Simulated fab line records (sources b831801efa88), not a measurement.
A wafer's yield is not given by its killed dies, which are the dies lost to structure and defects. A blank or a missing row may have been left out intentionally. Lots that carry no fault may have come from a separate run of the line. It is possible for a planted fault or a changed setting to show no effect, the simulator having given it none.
One fault through the eyes of 2 desks | flow gf180mcu | only its own numbers are on each desk; what lay behind them is given at the end

## AT THE TOOL OWNER'S DESK: rie_metal-01
The tool's own readings at GF_M3_METAL_ETCH_16 (etches the open film in Cl2/BCl3, stops on SiO2, target depth 750.8 nm, time 125.1 s): means of the sampled wafers that have a number, for each lot that ran on this tool. If a lot's mean is further than 4 standard deviations from the usual mean, the lot is out of limits and carries the mark OUT (the distance appears in the brackets).
Columns: A = bias_w at GF_M3_METAL_ETCH_16, usual 140.1 W; B = drypump_motor_current_A at GF_M3_METAL_ETCH_16, usual 5.6 A; C = oes_product_au at GF_M3_METAL_ETCH_16, usual 0.988 a.u.; D = rf_fwd_power_W at GF_M3_METAL_ETCH_16, usual 796.0 W; E = throttle_valve_pct at GF_M3_METAL_ETCH_16, usual 28.231 %
lot  | first seen here | A     | B   | C     | D     | E
L437 | day 22 04:44    | 140.0 | 6.0 | 0.985 | 796.7 | 28.232
L445 | day 24 19:56    | 139.8 | 5.7 | 0.974 | 795.5 | 28.253
L448 | day 26 03:08    | 140.4 | 6.0 | 0.986 | 797.0 | 28.225
L453 | day 27 06:20    | 139.5 | 5.7 | 0.994 | 795.7 | 28.226
L454 | day 27 22:21    | 140.2 | 6.0 | 0.995 | 797.6 | 28.228
This desk's verdict: no lot among the 5 shows anything out of limits.

## THE METROLOGY DESK
What the gauges read for every lot (on any tool): the sampled wafers with a number, averaged. If a lot's mean is further than 4 standard deviations from the usual mean, the lot is out of limits and carries the mark OUT (the distance appears in the brackets).
Columns: A = V3_OVL at GF_V3_OVL_MEAS_15, usual 0 nm
lot  | first seen here | A
L437 | day 23 04:52    | -0
L438 | day 23 20:48    | 4
L439 | day 23 21:36    | -4
L445 | day 25 17:53    | 6
L448 | day 27 01:23    | 1
L453 | day 28 03:11    | -7
L454 | day 28 18:22    | -2
L456 | day 29 00:29    | -1
L457 | day 29 09:42    | -0
L458 | day 29 12:16    | -1
L459 | day 29 17:53    | -4
This desk's verdict: no lot among the 11 shows anything out of limits.

## PUT TOGETHER
The desk of the tool owner found nothing out of limits.
Metrology desk: nothing out of limits seen.

## WHAT THE SIMULATOR HAD PUT IN
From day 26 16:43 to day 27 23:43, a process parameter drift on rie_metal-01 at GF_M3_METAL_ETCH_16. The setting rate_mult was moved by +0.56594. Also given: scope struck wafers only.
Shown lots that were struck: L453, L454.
